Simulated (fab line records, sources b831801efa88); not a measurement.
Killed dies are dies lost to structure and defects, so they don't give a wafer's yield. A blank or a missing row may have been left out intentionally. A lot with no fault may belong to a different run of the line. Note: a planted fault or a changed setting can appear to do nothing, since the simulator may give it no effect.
A struck lot beside a sound one | flow sky130 | 17 out of 708 route steps
Sound: these wafers, L785.4, L785.5, L785.6. Wafers struck: L792.1, L792.4, L792.5. Last of all comes the cause.
For every step that has rows: the tool of each side, followed by ch and its chambers, followed by its first start. Under that, the readings that differ: sound wafers | struck wafers | difference of the means | sigmas: that difference in standard deviations of wafers without a fault.
alike: readings with means less than 2 such deviations apart, plus words and numbers identical on both sides. not compared: withheld readings, readings lacking a value on some wafer, bounds such as >300 that could conceal the same value, and numbers that have no deviation in the record and whose values overlap.
The two part at a step that has a row with sigmas, a row that says differs or no value, or rows on one side only. Numbers that have no deviation but don't overlap get no sigmas and don't part them. Lack of a reading on every wafer of one side parts them only where that side has two or more wafers.

SKY_VT_ADJUST_HVTP_OVL_MEAS_08:
  sound on overlay-01 at day 8 06:34; struck on overlay-02 at day 9 14:59
  alike: VT_ADJUST_HVTP_OVL
after that, 1 step had no rows for these wafers: SKY_VT_ADJUST_HVTP_IMPLANT_09.
SKY_VT_ADJUST_HVTP_STRIP_10: strips in O2/N2.
  sound on plasma-asher-01 ch 0,1, day 8 06:46; struck on plasma-asher-02 ch 0,1, day 9 15:11
  alike: drypump-motor-current-A, oes-product-au, strip-time-to-endpoint-s
  not compared: rf-hours-counter-h
SKY_VT_ADJUST_HVTP_TW_MEAS_11:
  sound on film-metro-03 at day 8 06:52; struck on film-metro-04 at day 9 15:17
  alike: VT_ADJUST_HVTP_TW
then, 7 steps without rows for these wafers: SKY_VT_ADJUST_LVTN_DEHYDRATE_00 (time 60 s); SKY_VT_ADJUST_LVTN_HMDS_01 (prime time 60 s); SKY_VT_ADJUST_LVTN_COAT_02 (resist thk 3000 nm); SKY_VT_ADJUST_LVTN_SOFTBAKE_03; SKY_VT_ADJUST_LVTN_EXPOSE_04 (exposes mask NWM COMPLEMENT LESS NATIVE, target cd 840 nm); SKY_VT_ADJUST_LVTN_PEB_05; SKY_VT_ADJUST_LVTN_DEVELOP_06 (develop time 60 s).
SKY_VT_ADJUST_LVTN_OVL_MEAS_07:
  sound on overlay-02 at day 9 04:36; struck on overlay-02 at day 10 13:02
  alike: VT_ADJUST_LVTN_OVL
SKY_VT_ADJUST_LVTN_IMPLANT_08:
  sound on implanter-01 ch 0, day 9 04:42; struck on implanter-03 ch 0, day 10 13:04
  reading            | sound                            | struck                         | difference | sigmas
  dose-ions-cm2      | 1.5685e+12 1.5677e+12 1.5712e+12 | 1.105e+12 1.102e+12 1.1027e+12 | -4.659e+11 | -99 or more
  faraday-current-uA | 8.91 8.63 8.78                   | 6.30 6.18 6.30                 | -2.51      | -14
SKY_VT_ADJUST_LVTN_STRIP_09: strips in O2/N2.
  sound on plasma-asher-02 ch 0,1, day 9 04:48; struck on plasma-asher-03 ch 1, day 10 13:13
  reading               | sound             | struck            | difference | sigmas
  oes-product-au (a.u.) | 0.716 0.718 0.717 | 0.730 0.733 0.723 | +0.012     | +2
  alike: drypump-motor-current-A, strip-time-to-endpoint-s
  not compared: rf-hours-counter-h
SKY_VT_ADJUST_LVTN_TW_MEAS_10:
  sound on film-metro-03 at day 9 04:54; struck on film-metro-03 at day 10 13:19
  reading           | sound             | struck            | difference | sigmas
  VT_ADJUST_LVTN_TW | 240.4 240.3 238.4 | 217.6 216.3 217.3 | -22.6      | -14
then, 1 step without rows for these wafers: SKY_VT_ADJUST_LVTN_DEHYDRATE_11 (time 60 s).
-- here the record skips 39 days between the struck wafers' starts before and after, leaving off in module VT_ADJUST_LVTN and picking up in module PAD_OPEN (first step shown: number 708 of the route) --
SKY_PAD_OPEN_PROBE_99:
  sound on prober-02 at day 48 05:12; struck on prober-01 at day 49 05:21
  reading                                   | sound                | struck               | difference | sigmas
  model.etest.nfet_01v8_lvt.vt-sat-v (V)    | 0.535 0.535 0.5412   | 0.5111 0.5034 0.5097 | -0.0290    |
  model.etest.nfet_01v8_lvt.body-rise-v (V) | 0.1436 0.1415 0.1454 | 0.1411 0.1396 0.1395 | -0.0034    |
  alike: killed_at_M0_to_M3, killed_at_M4_up, killed-at-contacts, killed-at-front-end, killed-at-other, killed-dies, killed-open, killed-short

## WHERE THEY PART
At SKY_VT_ADJUST_LVTN_IMPLANT_08 first; at SKY_VT_ADJUST_LVTN_TW_MEAS_10 last (within this record only). Later steps at which nothing parts them and some readings are alike: SKY_PAD_OPEN_PROBE_99.

WHY: what the simulator had put in
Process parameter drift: implanter-03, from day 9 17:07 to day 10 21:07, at SKY_VT_ADJUST_LVTN_IMPLANT_08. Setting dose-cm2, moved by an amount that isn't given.
